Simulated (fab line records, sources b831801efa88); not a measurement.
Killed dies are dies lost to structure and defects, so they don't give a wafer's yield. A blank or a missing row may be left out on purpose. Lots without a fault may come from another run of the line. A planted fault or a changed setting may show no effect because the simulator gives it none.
A struck lot beside a sound one | flow gf180mcu | 14 steps out of a route of 602
Sound: wafers L493.3, L493.5, L493.6. Struck: wafers L509.2, L509.3, L509.4. The cause comes at the end.
At each step with rows: each side's tool, then ch and its chambers, then its first start. Under that, the readings that differ: sound wafers | struck wafers | difference of the means | sigmas: that difference in standard deviations of wafers without a fault.
alike: readings whose means differ by less than 2 such deviations, and words and numbers that are the same on both sides. not compared: withheld readings, readings that some wafer has no value for, bounds like >300 that may hide the same value, and numbers for which the record gives no deviation and whose values overlap.
The two part at a step that has a row with sigmas, a row that says differs or no value, or rows on one side only. Numbers that don't overlap but have no deviation are shown without sigmas and don't part them. A reading that every wafer of one side lacks parts them only if that side has two wafers or more.

first, 1 step without rows for these wafers: GF_NWELL_DEVELOP_06 (develop time 60 s).
GF_NWELL_OVL_MEAS_07:
  sound on overlay-02, day 5 02:33; struck on overlay-01, day 8 13:54
  alike: NWELL_OVL
then, 2 steps without rows for these wafers: GF_NWELL_IMPLANT_08; GF_NWELL_IMPLANT_09.
GF_NWELL_STRIP_10: strips in O2/N2.
  sound on plasma_asher-02 ch 0,1, day 5 02:55; struck on plasma_asher-01 ch 0,1, day 8 14:14
  alike: drypump_motor_current_A, heater_power_w, oes_product_au, strip_time_to_endpoint_s
  not compared: rf_hours_counter_h
GF_NWELL_TW_MEAS_11:
  sound on film_metro-03, day 5 03:00; struck on film_metro-02, day 8 14:20
  reading  | sound          | struck         | difference | sigmas
  NWELL_TW | 1586 1588 1585 | 1564 1569 1557 | -23        | -2
then, 6 steps without rows for these wafers: GF_LVPWELL_DEHYDRATE_00 (time 60 s); GF_LVPWELL_HMDS_01 (prime time 60 s); GF_LVPWELL_COAT_02 (resist thk 3000 nm); GF_LVPWELL_SOFTBAKE_03; GF_LVPWELL_EXPOSE_04 (exposes mask LVPWELL, target cd 600 nm); GF_LVPWELL_PEB_05.
GF_LVPWELL_DEVELOP_06: develop time 60 s.
  sound on litho_track-02 ch 0, day 5 16:00; struck on litho_track-04, day 9 07:00
  no value came back on the struck wafers for chill_plate_temp_C (C), develop_time_s (s); on the sound wafers chill_plate_temp_C (C) reads 22.94 22.95 23.13
GF_LVPWELL_OVL_MEAS_07:
  sound on overlay-02, day 5 17:00; struck on overlay-02, day 9 07:13
  reading          | sound         | struck | difference                    | sigmas
  LVPWELL_OVL (nm) | -1.5 1.0 -0.9 | - - -  | no value on the struck wafers |

WHERE THEY PART
First at GF_NWELL_TW_MEAS_11; last, within this record, at GF_LVPWELL_OVL_MEAS_07.

WHY: what the simulator had put in
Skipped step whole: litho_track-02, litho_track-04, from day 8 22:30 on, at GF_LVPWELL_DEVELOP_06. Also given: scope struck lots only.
